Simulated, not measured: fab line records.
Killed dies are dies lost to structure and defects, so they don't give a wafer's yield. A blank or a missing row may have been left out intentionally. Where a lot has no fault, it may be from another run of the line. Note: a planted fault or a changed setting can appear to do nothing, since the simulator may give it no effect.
A lot that was struck, set against a sound lot -- flow sky130 -- 32 out of 708 route steps
Sound: wafers L651.2, L651.3, L651.4. The struck wafers were L638.1, L638.3, L638.5. Last of all comes the cause.
At each step with rows: each side's tool, then ch and its chambers, then its first start. Under that, the readings that differ: sound wafers -- struck wafers -- difference of the means -- sigmas: that difference in standard deviations of wafers without a fault.
alike: a reading whose means differ by less than 2 such deviations, as well as words and numbers matching on both sides. not compared: withheld readings; readings where some wafer has no value; bounds like >300 that might hide an equal value; numbers whose values overlap and for which the record gives no deviation.
The two part at a step that has a row with sigmas, a row that says differs or no value, or rows on one side only. Numbers that have no deviation but don't overlap get no sigmas and don't part them. A reading missing from all wafers of one side parts the sides only when that side holds two or more wafers.

SKY_PWDE_OVL_MEAS_07:
  sound: overlay-02 at day 9 12:11; struck: overlay-01 at day 6 00:18
  alike: PWDE_OVL
following that, these wafers have no rows for 1 step: SKY_PWDE_IMPLANT_08.
SKY_PWDE_STRIP_09: strips in O2/N2.
  sound on plasma-asher-01 ch 0,1, day 9 12:22; struck on plasma-asher-03 ch 0,1, day 6 00:29
reading,sound,struck,difference,sigmas
strip-time-to-endpoint-s (s),37.08 37.21 37.19,36.87 36.92 36.97,-0.24,-2
  alike: drypump-motor-current-A, n2-flow-sccm, o2-flow-sccm, oes-product-au
  not compared: rf-hours-counter-h
SKY_PWDE_TW_MEAS_10:
  sound: film-metro-03 at day 9 12:29; struck: film-metro-01 at day 6 00:35
  alike: PWDE_TW
then, 7 steps without rows for these wafers: SKY_NWELL_DEHYDRATE_03 (time 60 s); SKY_NWELL_HMDS_04 (prime time 60 s); SKY_NWELL_COAT_05 (resist thk 3000 nm); SKY_NWELL_SOFTBAKE_06; SKY_NWELL_EXPOSE_07 (exposes mask NWM, target cd 840 nm); SKY_NWELL_PEB_08; SKY_NWELL_DEVELOP_09 (develop time 60 s).
SKY_NWELL_OVL_MEAS_10:
  sound: overlay-01 at day 10 11:05; struck: overlay-01 at day 6 19:38
  alike: NWELL_00_OVL
SKY_NWELL_IMPLANT_11:
  sound on implanter-04 ch 0, day 10 11:08; struck on implanter-01 ch 0, day 6 19:41
  alike: dose-ions-cm2
then, 2 steps without rows for these wafers: SKY_NWELL_IMPLANT_12; SKY_NWELL_IMPLANT_13.
SKY_NWELL_STRIP_14: strips in O2/N2.
  sound on plasma-asher-01 ch 0,1, day 10 11:34; struck on plasma-asher-04 ch 1, day 6 20:08
  alike: drypump-motor-current-A, n2-flow-sccm, o2-flow-sccm, oes-product-au, strip-time-to-endpoint-s
  not compared: rf-hours-counter-h
SKY_NWELL_TW_MEAS_15:
  sound: film-metro-04 at day 10 11:41; struck: film-metro-04 at day 6 20:14
reading,sound,struck,difference,sigmas
NWELL_TW,1850 1837 1835,1808 1804 1800,-37,-2
then, 7 steps without rows for these wafers: SKY_NWELL_DEHYDRATE_16 (time 60 s); SKY_NWELL_HMDS_17 (prime time 60 s); SKY_NWELL_COAT_18 (resist thk 3000 nm); SKY_NWELL_SOFTBAKE_19; SKY_NWELL_EXPOSE_20 (exposes mask NWM COMPLEMENT, target cd 840 nm); SKY_NWELL_PEB_21; SKY_NWELL_DEVELOP_22 (develop time 60 s).
SKY_NWELL_OVL_MEAS_23:
  sound: overlay-01 at day 11 10:26; struck: overlay-02 at day 7 15:45
reading,sound,struck,difference,sigmas
NWELL_01_OVL (nm),5.2 2.4 6.2,-3.0 -1.0 -1.9,-6.6,-3
following that, these wafers have no rows for 1 step: SKY_NWELL_IMPLANT_24.
SKY_NWELL_STRIP_25: strips in O2/N2.
  sound on plasma-asher-04 ch 0,1, day 11 10:37; struck on plasma-asher-04 ch 0,1, day 7 15:56
  alike: drypump-motor-current-A, n2-flow-sccm, o2-flow-sccm, oes-product-au, strip-time-to-endpoint-s
  not compared: rf-hours-counter-h
SKY_NWELL_TW_MEAS_26:
  sound: film-metro-01 at day 11 10:44; struck: film-metro-03 at day 7 16:02
  alike: NWELL_2_TW
then, 1 step without rows for these wafers: SKY_NWELL_CLEAN_27 (cleans in SC1/SC2, time 150 s).
SKY_NWELL_RTA_28: time 30 s.
  sound on rtp-anneal-02 ch 0, day 11 10:50; struck on rtp-anneal-02 ch 0, day 7 16:09
  alike: lamp-power-pct, wafer_temp_C_max
SKY_NWELL_RS_MEAS_29: measurement is done with a four-point probe.
  sound: film-metro-04 at day 11 10:57; struck: film-metro-03 at day 7 16:15
reading,sound,struck,difference,sigmas
NWELL_RS (ohm/sq),623.8 627.0 626.2,643.5 642.1 643.3,+17.3,+12
-- the record jumps here: 41 days lie between the struck wafers' starts before and after (it left off in module NWELL and takes up again in module PAD_OPEN, whose first step shown is number 708 of the route) --
SKY_PAD_OPEN_PROBE_99:
  sound: prober-02 at day 51 04:05; struck: prober-01 at day 48 05:33
reading,sound,struck,difference,sigmas
model.etest.res-nwell.rs-ohm-sq-range,23.74 16.17 28.32,272.8 293.4 282.4,+260.1,
model.etest.tip_p_5v.rs-ohm-sq-range,58.78 78.26 59.1,144.3 116.5 136.6,+67.1,
model.etest.pfet_01v8_lvt.vt-v-range,0.01383 0.01888 0.02486,0.05455 0.05907 0.05329,+0.03645,
  alike: killed_at_M0_to_M3, killed_at_M4_up, killed-at-contacts, killed-at-front-end, killed-at-other, killed-dies, killed-open, killed-short
  not compared: model.etest.pfet-g5v0d10v5.vt-v-range, model.etest.pfet_01v8.vt-v-range

WHERE THEY PART
Last at SKY_NWELL_RS_MEAS_29 as far as this record goes, first at SKY_PWDE_STRIP_09. Later steps at which nothing parts them and some readings are alike: SKY_PAD_OPEN_PROBE_99.

WHY: whatever the simulator had introduced
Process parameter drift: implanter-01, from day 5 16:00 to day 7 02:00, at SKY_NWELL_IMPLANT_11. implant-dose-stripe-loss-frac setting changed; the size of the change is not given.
